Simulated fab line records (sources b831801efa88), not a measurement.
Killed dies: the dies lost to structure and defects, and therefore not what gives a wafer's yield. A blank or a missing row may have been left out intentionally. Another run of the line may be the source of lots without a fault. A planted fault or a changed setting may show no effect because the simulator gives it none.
fab line records	flow sky130
[record] lots = 13	wafers = 39	last_day = 50
route steps=708 shown VIA2@528 VIA4@640 PASSIVATION@681 PAD_OPEN@708
lots that met no fault: taken from a fault-free run of the same line
start_h: the number of hours between the record's first day and the start of the first shown wafer of the lot	wait_h: hours elapsed since this lot's preceding step	" the same as in the row above	L1.1+2: a row that stands for several wafers	- no value, or no start was given	* or withheld: withheld	< > ~ a bound
route shown NAME@n: NAME is a module with steps in the file, n the number in the route of the first one	usual: average and standard deviation across the fault-free wafers	same: alike in all rows	chamber/n: place in a boat	sites: the reading at each site	_std_site: standard deviation across them	_edge_site: inner sites' mean taken away from outer sites' mean	radius_mm: for every site, how far away it sits from the centre of the wafer	mask NAME#n: copy n	behind: the tool/chamber that last shaped the wafer	hold: what put the lot on hold/how long, in hours/how the hold closed	device: transistor that didn't switch, given as n, p or np	end of line: the route-end tests of the same wafers	a step with no rows: only its recipe	killed: count of dies lost to structure and defects at first sort (not the wafer's yield)	map: the dies of a wafer, with x for killed, . for not killed, _ for no die there
set.NAME: the setting the step ran with; set.NAME@STEP: the setting that earlier step ran with	model.NAME: the simulator's own value behind a step, which no gauge read
steps of the route over a sample of lots; a table a step, a row a wafer
services: when a tool's chamber went out of use (start_h, in hours from the record's first day, below 0 if earlier), for how many hours, and the reason
[[steps]]
[step SKY_VIA2_CVD_21]
[recipe] material = W	target_thk_nm = 420	time_s = 126.4	temp_c = 400	pressure_torr = 40
[usual] heater_power_w = 835/85
lot.wafer	tool	chamber	start_h	wait_h	heater_power_w
L687.1	cvd_w-01	0	856.18	0.0	814
L687.4	"	1	"	"	840
L687.6	"	0	"	"	786
L689.1	cvd_w-02	1	867.53	0.0	1055
L689.4	"	1	"	"	1084
L689.6	"	1	"	"	1053
L690.2	cvd_w-01	1	877.41	0.0	799
L690.3	"	0	"	"	816
L690.5	"	0	"	"	806
L692.4	cvd_w-02	0	898.49	0.1	744
L692.5	"	1	"	"	1021
L692.6	"	0	"	"	750
L693.1	cvd_w-01	0	899.96	0.0	814
L693.4	"	0	"	"	800
L693.5	"	1	"	"	839
L694.1	cvd_w-01	0	917.94	0.0	824
L694.2	"	1	"	"	836
L694.6	"	1	"	"	855
L695.1	cvd_w-01	0	926.80	0.0	808
L695.2	"	1	"	"	836
L695.4	"	0	"	"	810
L696.2	cvd_w-01	0	928.59	0.0	818
L696.3	"	1	"	"	850
L696.6	"	0	"	"	816
L698.1	cvd_w-01	0	936.93	0.0	825
L698.4	"	1	"	"	829
L698.5	"	0	"	"	819
L699.1	cvd_w-02	0	944.93	0.0	705
L699.4	"	0	"	"	725
L699.5	"	1	"	"	940
L700.1	cvd_w-01	0	950.37	0.0	821
L700.2	"	1	"	"	815
L700.5	"	0	"	"	805
L702.1	cvd_w-02	1	968.09	0.0	933
L702.2	"	0	"	"	717
L702.5	"	1	"	"	931
L709.1	cvd_w-01	0	1011.88	0.0	823
L709.2	"	1	"	"	823
L709.5	"	0	"	"	836
[step SKY_VIA4_THK_MEAS_01]
[recipe] reads = SiO2_of_VIA4_HDPCVD_00
[usual] VIA4_HDPCVD_THK = 1763/20
lot.wafer	tool	chamber	start_h	wait_h	VIA4_HDPCVD_THK[nm]
L687.1	film_metro-04	-	988.65	0.1	1762
L687.4	"	-	"	"	1755
L687.6	"	-	"	"	1773
L689.1	film_metro-04	-	999.24	0.1	1771
L689.4	"	-	"	"	1769
L689.6	"	-	"	"	1749
L690.2	film_metro-01	-	1006.82	0.1	1754
L690.3	"	-	"	"	1749
L690.5	"	-	"	"	1755
L692.4	film_metro-01	-	1026.23	0.0	1750
L692.5	"	-	"	"	1757
L692.6	"	-	"	"	1748
L693.1	film_metro-03	-	1026.53	0.1	1785
L693.4	"	-	"	"	1784
L693.5	"	-	"	"	1763
L694.1	film_metro-03	-	1045.04	0.1	1772
L694.2	"	-	"	"	1722
L694.6	"	-	"	"	1733
L695.1	film_metro-04	-	1052.35	0.1	1783
L695.2	"	-	"	"	1750
L695.4	"	-	"	"	1770
L696.2	film_metro-01	-	1052.68	0.1	1768
L696.3	"	-	"	"	1749
L696.6	"	-	"	"	1754
L698.1	film_metro-04	-	1062.21	0.1	1780
L698.4	"	-	"	"	1772
L698.5	"	-	"	"	1762
L699.1	film_metro-04	-	1067.83	0.1	1767
L699.4	"	-	"	"	1751
L699.5	"	-	"	"	1788
L700.1	film_metro-04	-	1074.23	0.1	1764
L700.2	"	-	"	"	1803
L700.5	"	-	"	"	1792
L702.1	film_metro-04	-	1094.53	0.1	1759
L702.2	"	-	"	"	1750
L702.5	"	-	"	"	1743
L709.1	film_metro-03	-	1126.64	0.1	1786
L709.2	"	-	"	"	1795
L709.5	"	-	"	"	1786
[step SKY_PASSIVATION_CVD_00]
[recipe] material = SiO2	target_thk_nm = 90	temp_c = 400	time_s = withheld	rf_w = 600
[usual] heater_power_w = 690/110
lot.wafer	tool	chamber	start_h	wait_h	heater_power_w
L687.1	pecvd-04	0	1037.84	0.0	605
L687.4	"	2	"	"	700
L687.6	"	0	"	"	624
L689.1	pecvd-04	2	1048.04	0.0	692
L689.4	"	2	"	"	697
L689.6	"	0	"	"	572
L690.2	pecvd-02	2	1054.71	0.0	546
L690.3	"	1	"	"	714
L690.5	"	0	"	"	715
L692.4	pecvd-02	2	1074.06	0.0	579
L692.5	"	1	"	"	786
L692.6	"	0	"	"	780
L693.1	pecvd-03	2	1074.13	0.0	650
L693.4	"	0	"	"	643
L693.5	"	2	"	"	675
L694.1	pecvd-03	0	1092.13	0.0	631
L694.2	"	1	"	"	630
L694.6	"	2	"	"	634
L695.1	pecvd-02	2	1098.03	0.0	569
L695.2	"	1	"	"	777
L695.4	"	0	"	"	842
L696.2	pecvd-04	2	1098.35	0.0	715
L696.3	"	1	"	"	765
L696.6	"	1	"	"	777
L698.1	pecvd-04	0	1105.41	0.0	638
L698.4	"	0	"	"	626
L698.5	"	2	"	"	731
L699.1	pecvd-02	0	1111.56	0.0	716
L699.4	"	2	"	"	524
L699.5	"	1	"	"	744
L700.1	pecvd-04	0	1118.16	0.0	596
L700.2	"	2	"	"	718
L700.5	"	1	"	"	883
L702.1	pecvd-02	1	1136.12	0.0	676
L702.2	"	2	"	"	564
L702.5	"	2	"	"	571
L709.1	pecvd-02	2	1166.43	0.0	586
L709.2	"	0	"	"	849
L709.5	"	0	"	"	853
[step SKY_PASSIVATION_CVD_02]
[recipe] material = Si3N4	target_thk_nm = 540	temp_c = 400	time_s = withheld	rf_w = 450
[usual] heater_power_w = 726/94
lot.wafer	tool	chamber	start_h	wait_h	heater_power_w
L687.1	pecvd-02	1	1037.93	0.1	803
L687.4	"	0	"	"	940
L687.6	"	2	"	"	617
L689.1	pecvd-03	0	1048.12	0.1	738
L689.4	"	2	"	"	665
L689.6	"	1	"	"	733
L690.2	pecvd-03	1	1054.79	0.0	692
L690.3	"	2	"	"	651
L690.5	"	1	"	"	702
L693.1	pecvd-04	2	1074.21	0.1	672
L693.4	"	0	"	"	572
L693.5	"	2	"	"	712
L692.4	pecvd-02	1	1074.25	0.1	822
L692.5	"	0	"	"	934
L692.6	"	2	"	"	633
L694.1	pecvd-04	1	1092.21	0.1	898
L694.2	"	0	"	"	591
L694.6	"	2	"	"	636
L695.1	pecvd-03	1	1098.11	0.1	676
L695.2	"	2	"	"	676
L695.4	"	1	"	"	722
L696.2	pecvd-02	1	1098.44	0.0	851
L696.3	"	0	"	"	778
L696.6	"	0	"	"	831
L698.1	pecvd-03	1	1105.49	0.1	738
L698.4	"	2	"	"	734
L698.5	"	0	"	"	721
L699.1	pecvd-03	2	1111.64	0.1	657
L699.4	"	2	"	"	680
L699.5	"	2	"	"	715
L700.1	pecvd-03	2	1118.24	0.1	695
L700.2	"	1	"	"	697
L700.5	"	2	"	"	703
L702.1	pecvd-04	0	1136.20	0.1	678
L702.2	"	1	"	"	867
L702.5	"	2	"	"	765
L709.1	pecvd-03	0	1166.51	0.1	754
L709.2	"	2	"	"	737
L709.5	"	1	"	"	690
[step SKY_PAD_OPEN_PROBE_99]
[usual] defect_limited_yield = 82.9/1.9	killed_at_M0_to_M3 = 42/6.3	killed_at_M4_up = 2.8/1.9	killed_at_contacts = 23/5.3	killed_at_front_end = 16/4.3	killed_at_other = 0.2/0.51	killed_dies = 84/9.3	killed_open = 46/7.6	killed_short = 38/6.3	sort_bin_3_pad_short = 0.8/0.41	sort_bin_5_function = 10.0/1.4	sort_bin_6_memory = 6.2/1.1	sort_bin_8_speed = 0.00/0.017	sort_n_pass = 408/9.3	sort_yield_pct = 82.9/1.9
[same] gross_dies = 492	killed_at_back_side = 0	sort_bin_4_leakage[%] = 0
lot.wafer	tool	chamber	start_h	wait_h	defect_limited_yield[%]	killed_at_M0_to_M3	killed_at_M4_up	killed_at_contacts	killed_at_front_end	killed_at_other	killed_dies	killed_open	killed_short	sort_bin_3_pad_short[%]	sort_bin_5_function[%]	sort_bin_6_memory[%]	sort_bin_8_speed[%]	sort_n_pass	sort_yield_pct[%]
L687.1	prober-02	-	1085.00	0.1	83.1	44	1	22	16	0	83	39	44	1.0	9.3	6.5	0	409	83.1
L687.4	prober-02	-	1085.15	0.2	83.9	36	0	23	20	0	79	45	34	0.4	9.8	5.9	0	413	83.9
L687.6	prober-02	-	1085.25	0.2	83.7	43	1	22	14	0	80	46	34	0.8	9.8	5.7	0	412	83.7
L689.1	prober-02	-	1094.18	0.1	86.2	30	1	27	10	0	68	34	34	0.6	7.3	5.9	0	424	86.2
L689.4	prober-02	-	1094.33	0.2	83.1	51	3	17	12	0	83	45	38	0.2	10.2	6.5	0	409	83.1
L689.6	prober-02	-	1094.43	0.2	84.3	34	6	21	15	1	77	33	44	0.8	9.1	5.7	0	415	84.3
L690.2	prober-01	-	1099.55	0.1	83.7	44	3	21	12	0	80	54	26	0.6	10.0	5.7	0	412	83.7
L690.3	prober-01	-	1099.60	0.2	82.5	46	3	24	13	0	86	33	53	1.2	8.5	7.7	0	406	82.5
L690.5	prober-01	-	1099.70	0.2	80.1	49	5	27	17	0	98	46	52	1.2	11.4	7.3	0	394	80.1
L692.4	prober-02	-	1117.38	0.2	80.7	55	0	25	15	0	95	50	45	1.0	11.2	7.1	0	397	80.7
L692.5	prober-02	-	1117.43	0.2	82.5	33	7	25	21	0	86	48	38	0.8	12.0	4.7	0	406	82.5
L692.6	prober-02	-	1117.48	0.2	78.7	50	3	33	19	0	105	64	41	0.2	12.2	8.9	0	387	78.7
L693.1	prober-01	-	1118.36	0.1	84.8	44	0	16	15	0	75	36	39	1.4	8.9	4.9	0	417	84.8
L693.4	prober-01	-	1118.51	0.2	81.9	46	2	22	19	0	89	38	51	0.4	10.4	7.3	0.20	402	81.7
L693.5	prober-01	-	1118.56	0.2	81.1	50	2	25	16	0	93	47	46	0.8	10.8	7.3	0	399	81.1
L694.1	prober-01	-	1135.36	0.1	84.6	39	1	25	10	1	76	52	24	0.4	9.6	5.5	0	416	84.6
L694.2	prober-01	-	1135.41	0.1	84.8	40	1	21	12	1	75	43	32	0.2	9.1	5.9	0	417	84.8
L694.6	prober-01	-	1135.61	0.2	84.8	33	0	35	7	0	75	52	23	0.6	7.9	6.7	0	417	84.8
L695.1	prober-01	-	1139.72	0.1	85.2	35	2	21	15	0	73	41	32	0.6	9.8	4.5	0	419	85.2
L695.2	prober-01	-	1139.77	0.1	83.5	37	1	28	15	0	81	50	31	0.8	9.3	6.3	0	411	83.5
L695.4	prober-01	-	1139.87	0.2	83.5	29	3	29	20	0	81	43	38	0.6	9.1	6.7	0	411	83.5
L696.2	prober-01	-	1140.75	0.1	71.3	102	4	19	16	0	141	49	34	2.8	18.7	7.1	0	351	71.3
L696.3	prober-01	-	1140.80	0.2	77.8	76	4	21	8	0	109	42	30	3.7	13.0	5.5	0	383	77.8
L696.6	prober-01	-	1140.95	0.2	72.2	95	5	25	11	1	137	44	37	3.3	18.7	5.9	0	355	72.2
L698.1	prober-01	-	1147.57	0.1	69.7	95	5	21	28	0	149	51	43	3.5	19.5	7.3	0	343	69.7
L698.4	prober-01	-	1147.72	0.2	75.6	89	3	20	8	0	120	49	31	3.5	13.0	7.9	0	372	75.6
L698.5	prober-01	-	1147.77	0.2	73.2	89	4	23	16	0	132	34	40	5.7	13.2	7.9	0	360	73.2
L699.1	prober-01	-	1151.84	0.1	83.7	49	0	19	12	0	80	53	27	1.0	10.6	4.7	0	412	83.7
L699.4	prober-01	-	1151.99	0.2	79.5	44	3	34	20	0	101	58	43	0.6	12.6	7.3	0	391	79.5
L699.5	prober-01	-	1152.04	0.2	85.8	31	5	19	15	0	70	37	33	0.8	8.1	5.3	0	422	85.8
L700.1	prober-02	-	1158.78	0.1	71.3	96	4	24	17	0	141	44	40	4.7	15.7	8.3	0	351	71.3
L700.2	prober-02	-	1158.83	0.1	78.5	80	1	15	9	1	106	33	37	3.9	12.2	5.5	0	386	78.5
L700.5	prober-02	-	1158.98	0.2	71.7	102	1	22	14	0	139	45	32	3.9	16.7	7.7	0	353	71.7
L702.1	prober-02	-	1175.15	0.1	83.7	36	2	28	13	1	80	38	42	0.6	11.0	4.7	0	412	83.7
L702.2	prober-02	-	1175.20	0.1	83.9	33	3	24	18	1	79	38	41	0.6	9.3	6.1	0	413	83.9
L702.5	prober-02	-	1175.35	0.2	82.7	45	1	23	16	0	85	49	36	1.2	9.3	6.7	0	407	82.7
L709.1	prober-02	-	1202.19	0.1	82.1	42	9	18	19	0	88	45	43	1.2	10.8	5.9	0	404	82.1
L709.2	prober-02	-	1202.24	0.1	82.1	46	4	23	15	0	88	50	38	0.2	11.0	6.7	0	404	82.1
L709.5	prober-02	-	1202.39	0.2	83.5	37	8	19	14	3	81	37	44	1.0	9.1	6.3	0	411	83.5
// killed by level:class
L687.1 CONTACT:geometric_particle:open=11 METAL2:geometric_particle:short=11 VIA1:geometric_particle:open=9 VIA1:geometric_particle:short=7 CONTACT:geometric_particle:short=5 POLY_GATE:geometric_particle:open=4 METAL3:geometric_particle:short=4 VIA3:geometric_particle:open=4
L687.4 CONTACT:geometric_particle:open=8 FIELD_ISO:geometric_particle:open=7 LI_CONTACT:geometric_particle:open=7 VIA2:geometric_particle:open=7 POLY_GATE:geometric_particle:short=6 VIA3:geometric_particle:open=6 FIELD_ISO:geometric_particle:short=5 VIA1:geometric_particle:open=5
L687.6 VIA1:geometric_particle:open=11 VIA3:geometric_particle:open=9 CONTACT:geometric_particle:open=8 LOCAL_INTERCONNECT:geometric_particle:short=7 VIA2:geometric_particle:open=7 POLY_GATE:geometric_particle:short=5 METAL1:geometric_particle:short=5 VIA3:geometric_particle:short=5
L689.1 CONTACT:geometric_particle:open=13 VIA1:geometric_particle:open=8 LI_CONTACT:geometric_particle:open=5 POLY_GATE:geometric_particle:short=4 CONTACT:geometric_particle:short=4 METAL1:geometric_particle:short=4 VIA1:geometric_particle:short=4 METAL2:geometric_particle:short=4
L689.4 VIA1:geometric_particle:open=10 CONTACT:geometric_particle:open=8 VIA3:geometric_particle:open=8 METAL3:geometric_particle:short=5 METAL1:geometric_particle:short=5 VIA3:geometric_particle:short=5 VIA2:geometric_particle:open=4 LI_CONTACT:geometric_particle:short=3
L689.6 CONTACT:geometric_particle:short=8 VIA2:geometric_particle:short=8 LI_CONTACT:geometric_particle:open=7 VIA1:geometric_particle:short=5 VIA1:geometric_particle:open=4 VIA3:geometric_particle:open=4 METAL4:geometric_particle:short=4 FIELD_ISO:geometric_particle:open=3
L690.2 VIA1:geometric_particle:open=14 VIA3:geometric_particle:open=8 CONTACT:geometric_particle:open=7 LI_CONTACT:geometric_particle:open=6 METAL1:geometric_particle:short=5 METAL2:geometric_particle:short=4 VIA2:geometric_particle:open=4 FIELD_ISO:geometric_particle:open=3
L690.3 METAL1:geometric_particle:short=9 LI_CONTACT:geometric_particle:open=6 LOCAL_INTERCONNECT:geometric_particle:short=6 CONTACT:geometric_particle:short=6 VIA2:geometric_particle:open=5 VIA1:geometric_particle:short=5 VIA1:geometric_particle:open=5 METAL2:geometric_particle:short=5
L690.5 VIA1:geometric_particle:open=10 LI_CONTACT:geometric_particle:open=7 LOCAL_INTERCONNECT:geometric_particle:short=7 CONTACT:geometric_particle:open=7 VIA1:geometric_particle:short=7 VIA3:geometric_particle:open=7 METAL1:geometric_particle:short=6 VIA2:geometric_particle:open=5
L692.4 VIA1:geometric_particle:open=16 CONTACT:geometric_particle:open=12 VIA3:geometric_particle:short=7 VIA1:geometric_particle:short=7 LOCAL_INTERCONNECT:geometric_particle:short=6 METAL2:geometric_particle:short=5 VIA3:geometric_particle:open=5 POLY_GATE:geometric_particle:short=4
L692.5 VIA1:geometric_particle:open=9 VIA2:geometric_particle:open=6 LI_CONTACT:geometric_particle:open=6 CONTACT:geometric_particle:short=6 LOCAL_INTERCONNECT:geometric_particle:short=5 CONTACT:geometric_particle:open=5 METAL2:geometric_particle:short=5 FIELD_ISO:geometric_particle:open=4
L692.6 LI_CONTACT:geometric_particle:open=12 CONTACT:geometric_particle:open=12 VIA1:geometric_particle:open=10 VIA2:geometric_particle:open=9 METAL1:geometric_particle:short=6 METAL3:geometric_particle:short=6 FIELD_ISO:geometric_particle:short=5 VIA3:geometric_particle:open=5
L693.1 VIA1:geometric_particle:open=10 POLY_GATE:geometric_particle:short=6 VIA1:geometric_particle:short=5 VIA3:geometric_particle:short=5 POLY_GATE:geometric_particle:open=4 LI_CONTACT:geometric_particle:open=4 VIA2:geometric_particle:open=4 METAL3:geometric_particle:short=4
L693.4 VIA1:geometric_particle:open=14 METAL2:geometric_particle:short=9 POLY_GATE:geometric_particle:short=7 CONTACT:geometric_particle:open=7 LOCAL_INTERCONNECT:geometric_particle:short=6 VIA1:geometric_particle:short=6 METAL1:geometric_particle:short=5 LI_CONTACT:geometric_particle:open=4
L693.5 VIA1:geometric_particle:open=15 CONTACT:geometric_particle:short=6 CONTACT:geometric_particle:open=6 POLY_GATE:geometric_particle:open=5 LI_CONTACT:geometric_particle:open=5 METAL1:geometric_particle:short=5 METAL2:geometric_particle:short=5 VIA3:geometric_particle:open=5
L694.1 VIA1:geometric_particle:open=17 CONTACT:geometric_particle:open=10 LI_CONTACT:geometric_particle:open=8 VIA2:geometric_particle:open=5 METAL1:geometric_particle:short=4 FIELD_ISO:geometric_particle:open=3 POLY_GATE:geometric_particle:short=3 CONTACT:geometric_particle:short=3
L694.2 VIA1:geometric_particle:open=14 CONTACT:geometric_particle:open=8 LI_CONTACT:geometric_particle:open=6 VIA3:geometric_particle:open=5 METAL2:geometric_particle:short=4 VIA2:geometric_particle:short=4 LI_CONTACT:geometric_particle:short=3 FIELD_ISO:geometric_particle:short=3
L694.6 CONTACT:geometric_particle:open=17 VIA1:geometric_particle:open=10 LI_CONTACT:geometric_particle:open=9 VIA2:geometric_particle:open=6 VIA3:geometric_particle:open=6 CONTACT:geometric_particle:short=5 FIELD_ISO:geometric_particle:short=4 LOCAL_INTERCONNECT:geometric_particle:short=3
L695.1 METAL2:geometric_particle:short=10 CONTACT:geometric_particle:open=8 VIA3:geometric_particle:open=6 VIA2:geometric_particle:open=6 FIELD_ISO:geometric_particle:open=5 LI_CONTACT:geometric_particle:open=5 POLY_GATE:geometric_particle:open=5 CONTACT:geometric_particle:short=4
L695.2 VIA1:geometric_particle:open=13 CONTACT:geometric_particle:open=9 CONTACT:geometric_particle:short=7 LI_CONTACT:geometric_particle:open=5 LOCAL_INTERCONNECT:geometric_particle:short=5 METAL2:geometric_particle:short=5 FIELD_ISO:geometric_particle:open=4 POLY_GATE:geometric_particle:open=4
L695.4 CONTACT:geometric_particle:open=13 LI_CONTACT:geometric_particle:open=6 FIELD_ISO:geometric_particle:open=5 METAL1:geometric_particle:short=5 METAL2:geometric_particle:short=5 CONTACT:geometric_particle:short=4 VIA2:geometric_particle:open=4 POLY_GATE:geometric_particle:short=3
L696.2 VIA2:unspecified=58 VIA1:geometric_particle:open=15 CONTACT:geometric_particle:open=9 LI_CONTACT:geometric_particle:open=6 VIA2:geometric_particle:open=6 METAL1:geometric_particle:short=5 FIELD_ISO:geometric_particle:short=4 METAL2:geometric_particle:short=4
L696.3 VIA2:unspecified=37 CONTACT:geometric_particle:open=9 METAL1:geometric_particle:short=9 VIA1:geometric_particle:open=8 VIA3:geometric_particle:open=7 VIA2:geometric_particle:open=6 LOCAL_INTERCONNECT:geometric_particle:short=4 CONTACT:geometric_particle:short=4
L696.6 VIA2:unspecified=56 CONTACT:geometric_particle:open=11 VIA2:geometric_particle:open=7 LI_CONTACT:geometric_particle:open=5 METAL2:geometric_particle:short=5 CONTACT:geometric_particle:short=5 VIA1:geometric_particle:short=5 VIA2:geometric_particle:short=5
L698.1 VIA2:unspecified=55 VIA1:geometric_particle:open=13 CONTACT:geometric_particle:open=8 FIELD_ISO:geometric_particle:open=7 LI_CONTACT:geometric_particle:open=7 POLY_GATE:geometric_particle:open=6 POLY_GATE:geometric_particle:short=6 VIA1:geometric_particle:short=5
L698.4 VIA2:unspecified=40 VIA3:geometric_particle:open=11 VIA1:geometric_particle:open=10 VIA2:geometric_particle:open=9 CONTACT:geometric_particle:open=7 CONTACT:geometric_particle:short=6 LI_CONTACT:geometric_particle:open=5 VIA1:geometric_particle:short=5
L698.5 VIA2:unspecified=58 FIELD_ISO:geometric_particle:short=9 CONTACT:geometric_particle:short=7 FIELD_ISO:geometric_particle:open=6 VIA2:geometric_particle:open=6 CONTACT:geometric_particle:open=6 VIA1:geometric_particle:open=6 METAL2:geometric_particle:short=6
L699.1 VIA3:geometric_particle:open=10 VIA2:geometric_particle:open=10 LI_CONTACT:geometric_particle:open=8 VIA1:geometric_particle:open=8 METAL1:geometric_particle:short=6 CONTACT:geometric_particle:open=5 METAL2:geometric_particle:short=5 FIELD_ISO:geometric_particle:open=4
L699.4 VIA1:geometric_particle:open=11 CONTACT:geometric_particle:open=11 LI_CONTACT:geometric_particle:open=9 VIA3:geometric_particle:open=8 POLY_GATE:geometric_particle:short=6 METAL1:geometric_particle:short=6 FIELD_ISO:geometric_particle:short=5 CONTACT:geometric_particle:short=5
L699.5 FIELD_ISO:geometric_particle:short=8 CONTACT:geometric_particle:open=8 METAL1:geometric_particle:short=7 LI_CONTACT:geometric_particle:open=7 VIA1:geometric_particle:short=7 VIA2:geometric_particle:open=6 VIA1:geometric_particle:open=3 VIA3:geometric_particle:open=3
L700.1 VIA2:unspecified=57 FIELD_ISO:geometric_particle:short=9 CONTACT:geometric_particle:open=9 LOCAL_INTERCONNECT:geometric_particle:short=7 VIA1:geometric_particle:open=7 VIA3:geometric_particle:open=6 VIA2:geometric_particle:open=6 LI_CONTACT:geometric_particle:open=5
L700.2 VIA2:unspecified=36 VIA1:geometric_particle:open=13 LI_CONTACT:geometric_particle:open=5 METAL1:geometric_particle:short=5 VIA2:geometric_particle:open=5 METAL3:geometric_particle:short=5 METAL2:geometric_particle:short=4 LI_CONTACT:geometric_particle:short=4
L700.5 VIA2:unspecified=62 CONTACT:geometric_particle:open=10 VIA1:geometric_particle:short=8 VIA1:geometric_particle:open=8 FIELD_ISO:geometric_particle:open=5 LI_CONTACT:geometric_particle:open=5 LOCAL_INTERCONNECT:geometric_particle:short=5 VIA2:geometric_particle:open=5
L702.1 LI_CONTACT:geometric_particle:open=10 CONTACT:geometric_particle:open=7 METAL1:geometric_particle:short=6 POLY_GATE:geometric_particle:short=5 VIA1:geometric_particle:open=5 VIA2:geometric_particle:open=5 METAL2:geometric_particle:short=5 LI_CONTACT:geometric_particle:short=4
L702.2 LOCAL_INTERCONNECT:geometric_particle:short=8 VIA1:geometric_particle:open=7 FIELD_ISO:geometric_particle:short=6 CONTACT:geometric_particle:open=6 FIELD_ISO:geometric_particle:open=5 CONTACT:geometric_particle:short=5 METAL1:geometric_particle:short=5 LI_CONTACT:geometric_particle:open=4
L702.5 VIA1:geometric_particle:open=15 CONTACT:geometric_particle:open=9 LI_CONTACT:geometric_particle:open=7 VIA1:geometric_particle:short=6 METAL2:geometric_particle:short=5 VIA3:geometric_particle:open=5 FIELD_ISO:geometric_particle:open=4 POLY_GATE:geometric_particle:short=4
L709.1 FIELD_ISO:geometric_particle:open=10 METAL2:geometric_particle:short=10 CONTACT:geometric_particle:open=8 METAL4:geometric_particle:short=7 VIA1:geometric_particle:open=7 FIELD_ISO:geometric_particle:short=6 VIA2:geometric_particle:open=6 CONTACT:geometric_particle:short=4
L709.2 VIA3:geometric_particle:open=10 LI_CONTACT:geometric_particle:open=9 VIA1:geometric_particle:open=9 VIA2:geometric_particle:open=6 FIELD_ISO:geometric_particle:open=5 LOCAL_INTERCONNECT:geometric_particle:short=5 CONTACT:geometric_particle:open=5 VIA2:geometric_particle:short=5
L709.5 CONTACT:geometric_particle:open=7 VIA3:geometric_particle:open=7 FIELD_ISO:geometric_particle:open=6 CONTACT:geometric_particle:short=6 VIA1:geometric_particle:open=6 METAL4:geometric_particle:short=6 METAL2:geometric_particle:short=5 VIA2:geometric_particle:open=5
[[services]]
tool	chamber	start_h	hours	kind
pecvd-03	2	840.03	5.6	repair
pecvd-02	-	846.38	1.4	repair
pecvd-02	0	859.03	2.1	scheduled_down
pecvd-03	1	866.15	2.1	scheduled_down
cvd_w-02	1	873.38	3.3	repair
pecvd-04	-	882.74	0.9	repair
cvd_w-02	-	904.00	14.0	pm
pecvd-04	2	911.62	15.1	repair
pecvd-04	-	926.43	0.9	repair
pecvd-03	1	928.98	4.9	repair
pecvd-02	-	949.45	1.1	repair
pecvd-04	2	972.24	11.9	repair
pecvd-04	-	979.63	1.5	repair
pecvd-04	-	997.57	14.6	pm
cvd_w-01	-	1006.01	0.8	repair
pecvd-02	-	1007.25	2.5	repair
cvd_w-02	-	1044.65	0.3	repair
pecvd-03	-	1044.87	0.3	repair
pecvd-02	-	1047.78	1.8	repair
pecvd-03	-	1057.46	1.0	repair
pecvd-02	0	1088.78	3.4	repair
cvd_w-01	0	1100.17	10.8	repair
cvd_w-01	0	1122.33	21.8	repair
cvd_w-01	1	1123.95	4.8	repair
[[key]]
[first_sign] step = SKY_PAD_OPEN_PROBE_99	reading = killed_at_M0_to_M3	direction = up	sigmas = 7.8	usual = 42	struck = 92
[effect] step = SKY_PAD_OPEN_PROBE_99	reading = sort_bin_3_pad_short	direction = up	sigmas = 7.3	usual = 0.8	struck = 3.9
met_at SKY_VIA2_CVD_21
struck_lots L696,L698,L700
not_acting_at SKY_VIA4_THK_MEAS_01,SKY_PASSIVATION_CVD_00,SKY_PASSIVATION_CVD_02
onset_between 926.80 928.59
[fault] kind = chamber_particle_source	tool = cvd_w-01	chamber = -	onset_h = 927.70	steps = SKY_VIA2_CVD_21	rate_per_visit_cm2 = 1.7077	end_h = 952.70
